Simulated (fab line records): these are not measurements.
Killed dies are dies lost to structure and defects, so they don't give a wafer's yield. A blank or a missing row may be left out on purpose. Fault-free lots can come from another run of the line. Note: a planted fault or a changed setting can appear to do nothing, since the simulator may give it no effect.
Lot-split experiment / flow sfq line / 23 wafers read from 5 lots, route of 325 steps

## ON THE SPLIT
At SFQ_TRILAYER_M4_DEP_SPUTTER_091 (material Nb, target thk 200 nm, time 133.3 s), the setting time s was moved away from the recipe's 133.3 s on 5 of the 23 wafers read, by -11.3% to +13.4%. This setting was run at the recipe's value on the other wafers.

No step appears in the file between the split and the reading.

## THE READING
At SFQ_M4_RS_MEAS_924, a four-point-probe measurement gives M4_NB_RS in ohm/sq. Typical for fault-free wafers on this fab line: 0.880 ohm/sq, with standard deviation 0.0096 ohm/sq.

wafer=L077.1; tool, chamber at the split=pvd sputter-04, -; time s as run, s=133.3; against the recipe=recipe; M4_NB_RS, ohm/sq=0.911; against lot-mates on the recipe=-
wafer=L077.2; tool, chamber at the split=pvd sputter-04, -; time s as run, s=133.3; against the recipe=recipe; M4_NB_RS, ohm/sq=0.893; against lot-mates on the recipe=-
wafer=L077.3; tool, chamber at the split=pvd sputter-04, -; time s as run, s=133.3; against the recipe=recipe; M4_NB_RS, ohm/sq=0.899; against lot-mates on the recipe=-
wafer=L077.4; tool, chamber at the split=pvd sputter-04, -; time s as run, s=133.3; against the recipe=recipe; M4_NB_RS, ohm/sq=0.893; against lot-mates on the recipe=-
wafer=L077.5; tool, chamber at the split=pvd sputter-04, -; time s as run, s=133.3; against the recipe=recipe; M4_NB_RS, ohm/sq=0.891; against lot-mates on the recipe=-
wafer=L079.1; tool, chamber at the split=pvd sputter-06, -; time s as run, s=133.3; against the recipe=recipe; M4_NB_RS, ohm/sq=0.874; against lot-mates on the recipe=-
wafer=L079.2; tool, chamber at the split=pvd sputter-06, -; time s as run, s=133.3; against the recipe=recipe; M4_NB_RS, ohm/sq=0.884; against lot-mates on the recipe=-
wafer=L079.3; tool, chamber at the split=pvd sputter-06, -; time s as run, s=151.2; against the recipe=+13.4%; M4_NB_RS, ohm/sq=0.767; against lot-mates on the recipe=-0.107
wafer=L079.5; tool, chamber at the split=pvd sputter-06, -; time s as run, s=151.2; against the recipe=+13.4%; M4_NB_RS, ohm/sq=0.765; against lot-mates on the recipe=-0.109
wafer=L079.6; tool, chamber at the split=pvd sputter-06, -; time s as run, s=133.3; against the recipe=recipe; M4_NB_RS, ohm/sq=0.865; against lot-mates on the recipe=-
wafer=L080.1; tool, chamber at the split=pvd sputter-05, -; time s as run, s=118.2; against the recipe=-11.3%; M4_NB_RS, ohm/sq=1.002; against lot-mates on the recipe=+0.111
wafer=L080.2; tool, chamber at the split=pvd sputter-05, -; time s as run, s=118.2; against the recipe=-11.3%; M4_NB_RS, ohm/sq=0.995; against lot-mates on the recipe=+0.104
wafer=L080.3; tool, chamber at the split=pvd sputter-05, -; time s as run, s=133.3; against the recipe=recipe; M4_NB_RS, ohm/sq=0.886; against lot-mates on the recipe=-
wafer=L080.4; tool, chamber at the split=pvd sputter-05, -; time s as run, s=118.2; against the recipe=-11.3%; M4_NB_RS, ohm/sq=1.001; against lot-mates on the recipe=+0.109
wafer=L080.6; tool, chamber at the split=pvd sputter-05, -; time s as run, s=133.3; against the recipe=recipe; M4_NB_RS, ohm/sq=0.897; against lot-mates on the recipe=-
wafer=L081.2; tool, chamber at the split=pvd sputter-06, -; time s as run, s=133.3; against the recipe=recipe; M4_NB_RS, ohm/sq=0.891; against lot-mates on the recipe=-
wafer=L081.3; tool, chamber at the split=pvd sputter-06, -; time s as run, s=133.3; against the recipe=recipe; M4_NB_RS, ohm/sq=0.878; against lot-mates on the recipe=-
wafer=L081.4; tool, chamber at the split=pvd sputter-06, -; time s as run, s=133.3; against the recipe=recipe; M4_NB_RS, ohm/sq=0.890; against lot-mates on the recipe=-
wafer=L081.5; tool, chamber at the split=pvd sputter-06, -; time s as run, s=133.3; against the recipe=recipe; M4_NB_RS, ohm/sq=0.883; against lot-mates on the recipe=-
wafer=L081.6; tool, chamber at the split=pvd sputter-06, -; time s as run, s=133.3; against the recipe=recipe; M4_NB_RS, ohm/sq=0.876; against lot-mates on the recipe=-
wafer=L083.2; tool, chamber at the split=pvd sputter-06, -; time s as run, s=133.3; against the recipe=recipe; M4_NB_RS, ohm/sq=0.892; against lot-mates on the recipe=-
wafer=L083.4; tool, chamber at the split=pvd sputter-06, -; time s as run, s=133.3; against the recipe=recipe; M4_NB_RS, ohm/sq=0.884; against lot-mates on the recipe=-
wafer=L083.5; tool, chamber at the split=pvd sputter-06, -; time s as run, s=133.3; against the recipe=recipe; M4_NB_RS, ohm/sq=0.871; against lot-mates on the recipe=-

THE FIT
A straight line over all 23 wafers: M4_NB_RS changes by -0.00947 ohm/sq for each +1% of time s; r = -0.98; the points scatter about the line by 0.01 ohm/sq.
The same after taking each lot's own level away (the mean of its wafers on the recipe; 23 wafers): -0.0088 ohm/sq for each +1%; r = -0.99; scatter 0.0077 ohm/sq.
That fit puts the effect of the largest move of time s on the reading at 0.12 ohm/sq.
The span of the lots' own levels, 0.8743 to 0.8974 ohm/sq, comes to 2.4 times the standard deviation stated above.
The two slopes agree, so the slope changes little with the lot-to-lot level.
Check: -0.12 ohm/sq against its lot-mates is what the line predicts for one of the wafers moved furthest among these (+13.4%) when that wafer is left out of the fit. Against them it came out at -0.107 ohm/sq.

## THE WHOLE CHAIN: every reading that the file lists as answering this split, in the file's order
step=SFQ_TRILAYER_M4_DEP_SPUTTER_091; what it does=material Nb, target thk 200 nm, time 133.3 s; reading=Nb_of_TRILAYER_M4_DEP_SPUTTER_091.thk nm (the simulator's own value, which no gauge read); change (the file's fit)=+2.02 nm for each +1% of the setting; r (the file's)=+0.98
step=SFQ_M4_RS_MEAS_924; what it does=measures by four-point-probe; reading=M4_NB_RS; change (the file's fit)=-0.00866 for each +1% of the setting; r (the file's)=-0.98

## FILE'S OWN FIT
M4_NB_RS changes by -0.00866 ohm/sq for each +1% of time s, r = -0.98.
